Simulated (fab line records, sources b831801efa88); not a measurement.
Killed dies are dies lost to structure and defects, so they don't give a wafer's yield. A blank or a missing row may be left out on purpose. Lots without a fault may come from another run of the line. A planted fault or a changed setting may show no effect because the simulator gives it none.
Chamber matching | flow sky130 | SKY_POLY_GATE_ETCH_17 on rie_si-01: 4 sister chambers
The step etches poly-Si in HBr/Cl2, stops on SiO2, target depth 180 nm, time 70.5 s. 4 wafers are shown with their chamber, then 9 later ones without.

WAFERS WITH THEIR CHAMBER
wafer  | chamber | drypump_motor_current_A (A)
L599.1 | 2       | 4.9
L602.1 | 0       | 5.5
L604.2 | 1       | 5.9
L604.5 | 3       | 6.1

WAFERS WITHOUT THEIR CHAMBER
wafer  | drypump_motor_current_A (A)
L608.1 | 5.9
L608.2 | 5.6
L608.6 | 4.9
L609.1 | 5.9
L609.2 | 5.5
L609.6 | 5.9
L611.3 | 6.2
L611.4 | 6.2
L611.5 | 5.9

WHICH CHAMBER EACH WENT THROUGH
wafer  | from the rows above | in truth
L608.1 | 1                   | 1
L608.2 | 0                   | 0
L608.6 | 2                   | 2
L609.1 | 1                   | 1
L609.2 | 0                   | 0
L609.6 | 1                   | 1
L611.3 | 3                   | 3
L611.4 | 3                   | 3
L611.5 | 1                   | 1
Placed correctly: 9 of 9. Can't be placed from these rows: 0. Placed wrongly: 0.
How it was worked out, from the rows above alone: a wafer's distance from a chamber is the root of the sum, over the readings, of the square of ((its reading less the chamber's mean) divided by the reading's scatter). The wafer belongs to the nearest chamber; if the next one is less than 2 further off, it can't be placed. A chamber's mean is the mean of its shown wafers. The scatter: with one shown wafer a chamber, the root of the mean of the squares of how far each hidden wafer lies from its nearest shown one.
